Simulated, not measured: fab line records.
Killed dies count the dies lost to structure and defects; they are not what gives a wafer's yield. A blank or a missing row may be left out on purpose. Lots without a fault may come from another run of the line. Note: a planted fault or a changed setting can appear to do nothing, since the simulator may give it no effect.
fab line records ; flow sky130
record lots=5; wafers=15; lastDay=50
route steps=708 shown SONOS_ONO@182 GATE_OXIDE@187
lots that met no fault: taken from a fault-free run of the same line
startH: start of the lot's first displayed wafer, in hours after the record's first day ; waitH: hours since the lot's step before ; " as in the row above ; L1.1+2: a row that stands for several wafers ; - either no value or no given start ; * or withheld: withheld ; < > ~ a bound
route shown NAME@n: a module of which the file shows steps, and the number in the route of the first ; usual: mean/standard deviation of fault-free wafers ; same: alike in all rows ; chamber/n: place in a boat ; sites: per-site readings ; _std_site: the values' standard deviation ; _edge_site: inner sites' mean taken away from outer sites' mean ; radiusMm: for every site, how far away it sits from the centre of the wafer ; mask NAME#n: copy n ; behind: the most recent tool/chamber to have shaped the wafer ; hold: reason for holding the lot/hours on hold/outcome of the hold ; device: names the non-switching transistor (n, p or np) ; end of line: the tests these same wafers got at the end of their route ; where a step has no rows: the recipe by itself ; killed: dies lost to structure and defects at the first sort, not the wafer's yield ; map: dies across one wafer; x = killed, . = not, _ = none there
set.NAME: the run value of the setting; set.NAME@STEP: its run value at that earlier step ; model.NAME: the simulator's own value behind a step, which no gauge read
a table for each step, a row for each wafer; lots at some steps of the route
services: from which hour (startH, from the record's first day; less than 0 if before it) a tool's chamber was out of use, for how many hours, and why
## steps
# step SKY_SONOS_ONO_OVL_MEAS_14
# usual SONOS_ONO_OVL=1.0/1.5
lot.wafer;tool;chamber;startH;waitH;SONOS_ONO_OVL[nm]
L265.1;overlay-01;-;350.53;0.1;3.0
L265.3;overlay-01;-;350.53;0.1;2.3
L265.6;overlay-01;-;350.53;0.1;3.2
L267.3;overlay-02;-;351.65;0.1;0.5
L267.5;overlay-02;-;351.65;0.1;0.3
L267.6;overlay-02;-;351.65;0.1;1.1
L266.4;overlay-01;-;351.97;0.1;0.1
L266.5;overlay-01;-;351.97;0.1;0.2
L266.6;overlay-01;-;351.97;0.1;1.1
L280.3;overlay-01;-;443.09;0.1;0.4
L280.4;overlay-01;-;443.09;0.1;-0.5
L280.5;overlay-01;-;443.09;0.1;1.0
L284.1;overlay-02;-;470.97;0.1;1.4
L284.3;overlay-02;-;470.97;0.1;0.3
L284.5;overlay-02;-;470.97;0.1;-0.2
# step SKY_SONOS_ONO_ETCH_15
# recipe targetDepthNm=19.52; chemistry=CHF3/O2; sourceW=600; biasW=200; pressureMtorr=40; chf3FlowSccm=50; O2_flow_sccm=5; timeS=7.8
# usual drypumpMotorCurrentA=5.8/0.34; oesProductAu=1.000/0.015; throttleValvePct=8.825/0.0091
lot.wafer;tool;chamber;startH;waitH;drypumpMotorCurrentA;oesProductAu;rfHoursCounterH;throttleValvePct
L265.1;rieDiel-02;0;350.57;0.0;5.7;0.994;0;8.812
L265.3;rieDiel-02;2;350.57;0.0;6.4;0.985;-;8.815
L265.6;rieDiel-02;0;350.57;0.0;5.7;0.981;-;8.825
L267.3;rieDiel-01;1;351.67;0.0;5.7;1.011;8;8.830
L267.5;rieDiel-01;0;351.67;0.0;5.6;0.991;-;8.849
L267.6;rieDiel-01;3;351.67;0.0;6.1;1.015;-;8.830
L266.4;rieDiel-02;1;352.00;0.0;5.4;0.990;-;8.814
L266.5;rieDiel-02;0;352.00;0.0;5.7;0.995;-;8.827
L266.6;rieDiel-02;2;352.00;0.0;6.4;0.988;-;8.827
L280.3;rieDiel-02;0;443.11;0.0;5.7;0.996;2;8.819
L280.4;rieDiel-02;2;443.11;0.0;6.4;0.998;3;8.818
L280.5;rieDiel-02;2;443.11;0.0;6.4;0.988;-;8.836
L284.1;rieDiel-01;2;471.01;0.0;6.1;0.998;1;8.821
L284.3;rieDiel-01;3;471.01;0.0;6.1;1.007;1;8.833
L284.5;rieDiel-01;1;471.01;0.0;5.7;0.999;-;8.824
# step SKY_SONOS_ONO_WET_ETCH_16
# recipe chemistry=dHF; targetDepthNm=14; dry=n2Spin; target=SiO2; dilution=100:1; tempC=25; timeS=280
# step SKY_SONOS_ONO_STRIP_17
# recipe chemistry=O2/N2; powerW=1400; pressureMtorr=1500; platenTempC=withheld; o2FlowSccm=3000; n2FlowSccm=300; overashFraction=0.5
# usual drypumpMotorCurrentA=5.84/0.29; oesProductAu=0.710/0.0044; stripTimeToEndpointS=14.10/0.038
lot.wafer;tool;chamber;startH;waitH;drypumpMotorCurrentA;oesProductAu;rfHoursCounterH;stripTimeToEndpointS
L265.1;plasmaAsher-03;1;350.70;0.0;5.42;0.712;50;14.14
L265.3;plasmaAsher-03;0;350.70;0.0;5.67;0.710;-;14.14
L265.6;plasmaAsher-03;0;350.70;0.0;5.68;0.714;-;14.13
L267.3;plasmaAsher-01;1;351.81;0.0;6.29;0.714;-;14.11
L267.5;plasmaAsher-01;1;351.81;0.0;6.29;0.704;-;14.14
L267.6;plasmaAsher-01;0;351.81;0.0;5.97;0.706;-;14.17
L266.4;plasmaAsher-03;1;352.13;0.0;5.42;0.713;-;14.06
L266.5;plasmaAsher-03;1;352.13;0.0;5.42;0.709;-;14.14
L266.6;plasmaAsher-03;0;352.13;0.0;5.66;0.710;-;14.13
L280.3;plasmaAsher-01;1;443.27;0.0;6.29;0.714;-;14.16
L280.4;plasmaAsher-01;0;443.27;0.0;5.96;0.711;-;14.11
L280.5;plasmaAsher-01;1;443.27;0.0;6.29;0.711;-;14.13
L284.1;plasmaAsher-03;0;471.12;0.0;5.67;0.713;63;14.12
L284.3;plasmaAsher-03;1;471.12;0.0;5.38;0.703;-;14.17
L284.5;plasmaAsher-03;0;471.12;0.0;5.64;0.699;-;14.14
# step SKY_SONOS_ONO_WET_ETCH_18
# recipe chemistry=H3PO4; targetDepthNm=15; target=Si3N4; tempC=160; timeS=172
# step SKY_GATE_OXIDE_CLEAN_00
# recipe chemistry=SC1/SC2; mix=1:4:20; tempC=70; timeS=150; dry=n2Spin
# step SKY_GATE_OXIDE_OXIDATION_01
# recipe tempC=900; ambient=O2; stabiliseS=600; purgeS=300; targetThkA=102.68; oxTimeS=1473
# step SKY_GATE_OXIDE_THK_MEAS_02
# recipe reads=SiO2_of_GATE_OXIDE_OXIDATION_01
# usual GATE_OXIDE_OXIDATION_00_THK=10.31/0.22
lot.wafer;tool;chamber;startH;waitH;GATE_OXIDE_OXIDATION_00_THK[nm]
L265.1;filmMetro-04;-;353.04;0.0;10.10
L265.3;filmMetro-04;-;353.04;0.0;10.14
L265.6;filmMetro-04;-;353.04;0.0;10.17
L267.3;filmMetro-01;-;354.47;0.0;10.13
L267.5;filmMetro-01;-;354.47;0.0;10.13
L267.6;filmMetro-01;-;354.47;0.0;10.43
L266.4;filmMetro-04;-;354.48;0.0;10.31
L266.5;filmMetro-04;-;354.48;0.0;10.34
L266.6;filmMetro-04;-;354.48;0.0;10.20
L280.3;filmMetro-04;-;445.37;0.0;10.35
L280.4;filmMetro-04;-;445.37;0.0;10.40
L280.5;filmMetro-04;-;445.37;0.0;10.47
L284.1;filmMetro-03;-;473.10;0.0;10.32
L284.3;filmMetro-03;-;473.10;0.0;10.28
L284.5;filmMetro-03;-;473.10;0.0;10.17
# step SKY_GATE_OXIDE_DEHYDRATE_03
# recipe tempC=200; timeS=60
# step SKY_GATE_OXIDE_HMDS_04
# recipe primeTimeS=60; primeTempC=120
# step SKY_GATE_OXIDE_COAT_05
# recipe resist=NOVOLAK; spinRpm=3000; resistThkNm=1140
# step SKY_GATE_OXIDE_SOFTBAKE_06
# recipe tempC=90; timeS=60; resist=NOVOLAK
# step SKY_GATE_OXIDE_EXPOSE_07
# recipe maskId=LVOM; na=0.6; sourceShape=conventional; sigmaOuter=0.6; polarization=unpolarized; targetCdNm=600; doseMj=170
# usual reticleTempC=22.99/0.1; stageVelMmS=500.02/0.24
lot.wafer;tool;chamber;startH;waitH;mask;reticleTempC;stageVelMmS
L265.1;ilineStepper-01;0;365.04;-;LVOM#0;22.90;500.24
L265.3;ilineStepper-01;0;365.04;-;LVOM#0;23.08;500.09
L265.6;ilineStepper-01;0;365.04;-;LVOM#0;22.94;499.93
L267.3;ilineStepper-02;0;366.68;-;LVOM#0;23.02;499.69
L267.5;ilineStepper-02;0;366.68;-;LVOM#0;22.91;500.22
L267.6;ilineStepper-02;0;366.68;-;LVOM#0;22.92;499.98
L266.4;ilineStepper-01;0;366.94;-;LVOM#0;23.15;500.06
L266.5;ilineStepper-01;0;366.94;-;LVOM#0;22.95;500.12
L266.6;ilineStepper-01;0;366.94;-;LVOM#0;22.87;499.71
L280.3;ilineStepper-02;0;460.98;-;LVOM_R1#0;22.86;499.77
L280.4;ilineStepper-02;0;460.98;-;LVOM_R1#0;23.09;500.16
L280.5;ilineStepper-02;0;460.98;-;LVOM_R1#0;23.06;500.21
L284.1;ilineStepper-01;0;488.24;-;LVOM#0;23.04;500.03
L284.3;ilineStepper-01;0;488.24;-;LVOM#0;22.95;499.86
L284.5;ilineStepper-01;0;488.24;-;LVOM#0;22.92;500.09
# step SKY_GATE_OXIDE_PEB_08
# recipe tempC=withheld; timeS=*; resist=NOVOLAK
## services
tool;chamber;startH;hours;kind
rieDiel-02;-;329.11;1.0;repair
rieDiel-02;1;335.51;-;clean
rieDiel-02;1;335.51;15.4;scheduledDown
rieDiel-02;1;335.51;15.4;ventCycle
rieDiel-02;3;346.87;5.6;repair
plasmaAsher-01;-;360.87;1.6;repair
rieDiel-01;3;420.52;-;clean
rieDiel-01;3;420.52;10.3;scheduledDown
rieDiel-01;3;420.52;10.3;ventCycle
ilineStepper-01;-;421.90;1.7;pm
rieDiel-01;2;422.97;5.7;repair
rieDiel-01;2;430.84;-;clean
rieDiel-01;2;430.84;21.0;scheduledDown
rieDiel-01;2;430.84;21.0;ventCycle
rieDiel-01;3;440.92;1.7;repair
ilineStepper-01;-;456.30;6.0;repair
plasmaAsher-01;-;480.93;4.5;repair
rieDiel-01;1;482.93;20.4;repair
rieDiel-02;2;486.31;7.8;repair
rieDiel-01;0;487.41;3.2;repair
plasmaAsher-01;-;488.27;3.8;repair
## key
firstSign step=SKY_GATE_OXIDE_EXPOSE_07; reading=mask; direction=changed
effect none on later readings
metAt SKY_GATE_OXIDE_EXPOSE_07
struckWafers L280.3,L280.4,L280.5
testerLeftOut L280
onsetBetween 366.68 460.98
fault kind=wrongMask; tool=any; chamber=-; onsetH=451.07; steps=SKY_GATE_OXIDE_EXPOSE_07; auxCopy=LVOM_R1#0; cdOffsetNm=90; scope=struckLotsOnly
# testerLeftOut: of these lots the tester's yield and bins aren't shown, on N5 and GAA mostly nor the transistor test; their killed dies are dies lost to structure and defects alone, not to doping, threshold or leakage, so they don't give the yield
